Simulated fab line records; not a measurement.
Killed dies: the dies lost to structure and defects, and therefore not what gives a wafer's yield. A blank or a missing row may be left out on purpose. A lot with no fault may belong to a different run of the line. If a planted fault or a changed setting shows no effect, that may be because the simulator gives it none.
Check of tool commonality ; flow sky130 ; Sample size 13 lots and 39 wafers

## WHY IT WAS OPENED
Of 13 lots, 1 have the reading VT_ADJUST_HVTP_TW flagged at SKY_VT_ADJUST_HVTP_TW_MEAS_11. Wafers without a fault read 1359, standard deviation 8.9.
Rule: flag the lot when none of its wafers has a number, or when each of its wafers that has one lies beyond 4 standard deviations from that mean. As for the other lots, they are considered sound.

lot;measured;on;VT_ADJUST_HVTP_TW, wafer by wafer;flag
L127;day 6 02:43;filmMetro-02;1379 1370 1369;
L128;day 6 07:21;filmMetro-03;1362 1359 1358;
L130;day 6 22:26;filmMetro-03;1356 1357 1364;
L131;day 7 05:36;filmMetro-02;1366 1362 1366;
L132;day 7 08:51;filmMetro-01;1352 1344 1346;
L133;day 7 13:49;filmMetro-03;1358 1351 1351;
L134;day 7 20:55;filmMetro-01;30 30 30;FLAGGED
L143;day 10 05:53;filmMetro-01;1356 1358 1357;
L144;day 10 16:00;filmMetro-03;1372 1367 1360;
L145;day 10 16:06;filmMetro-03;1362 1366 1362;
L146;day 11 01:03;filmMetro-03;1356 1350 1358;
L148;day 11 14:32;filmMetro-03;1359 1364 1360;
L149;day 11 19:43;filmMetro-02;1358 1366 1359;
The numbers of the flagged lots are 30 on average: -1329 against the usual, or -99 or more standard deviations.

## LOT BY LOT: THE TOOL USED
The record holds 1 process step before the reading, out of a route of 708 steps. Every cell lists first the tool, next ch and the chambers used by the sampled wafers, and last the start.
lot;flag;SKY_VT_ADJUST_HVTP_EXPOSE_04
L127;;ilineStepper-02 ch 0, day 5 17:08
L128;;ilineStepper-01 ch 0, day 5 21:17
L130;;ilineStepper-01 ch 0, day 6 12:39
L131;;ilineStepper-02 ch 0, day 6 19:32
L132;;ilineStepper-01 ch 0, day 6 23:29
L133;;ilineStepper-01 ch 0, day 7 04:17
L134;FLAGGED;ilineStepper-01 ch 0, day 7 10:24
L143;;ilineStepper-02 ch 0, day 9 18:32
L144;;ilineStepper-01 ch 0, day 10 04:25
L145;;ilineStepper-02 ch 0, day 10 04:59
L146;;ilineStepper-01 ch 0, day 10 13:43
L148;;ilineStepper-01 ch 0, day 11 03:46
L149;;ilineStepper-02 ch 0, day 11 07:56
These steps, and what they do:
- SKY_VT_ADJUST_HVTP_EXPOSE_04: exposes mask HVTPM, target cd 380 nm.
- SKY_VT_ADJUST_HVTP_TW_MEAS_11

## FLAGGED AGAINST TOTAL, ONE TOOL AT A TIME (gauges that did the reading follow at the end)
step;tool;lots run;flagged;share of the flagged lots;sound lots run after its first flagged lot
SKY_VT_ADJUST_HVTP_EXPOSE_04;ilineStepper-01;8;1;all;3 (L144,L146,L148)
SKY_VT_ADJUST_HVTP_EXPOSE_04;ilineStepper-02;5;0;none;-
SKY_VT_ADJUST_HVTP_TW_MEAS_11;filmMetro-01;3;1;all;1 (L143)
SKY_VT_ADJUST_HVTP_TW_MEAS_11;filmMetro-02;3;0;none;-
SKY_VT_ADJUST_HVTP_TW_MEAS_11;filmMetro-03;7;0;none;-

## WHAT THE TABLE ALLOWS
ilineStepper-01 at SKY_VT_ADJUST_HVTP_EXPOSE_04 and filmMetro-01 at SKY_VT_ADJUST_HVTP_TW_MEAS_11 are the 2 rows of the table that ran each flagged lot.
- ilineStepper-01 at SKY_VT_ADJUST_HVTP_EXPOSE_04 ran 8 lots, 1 of them flagged. Sound lots ran on it after the first flagged one (L144, L146, L148), which a lasting fault on the whole tool wouldn't allow.
- filmMetro-01 at SKY_VT_ADJUST_HVTP_TW_MEAS_11 ran 3 lots, 1 of them flagged. Sound lots ran on it after the first flagged one (L143), which a lasting fault on the whole tool wouldn't allow.
There is no row in the table that ran each flagged lot and no sound lot after the first.

## WHAT HAD BEEN PUT IN BY THE SIMULATOR
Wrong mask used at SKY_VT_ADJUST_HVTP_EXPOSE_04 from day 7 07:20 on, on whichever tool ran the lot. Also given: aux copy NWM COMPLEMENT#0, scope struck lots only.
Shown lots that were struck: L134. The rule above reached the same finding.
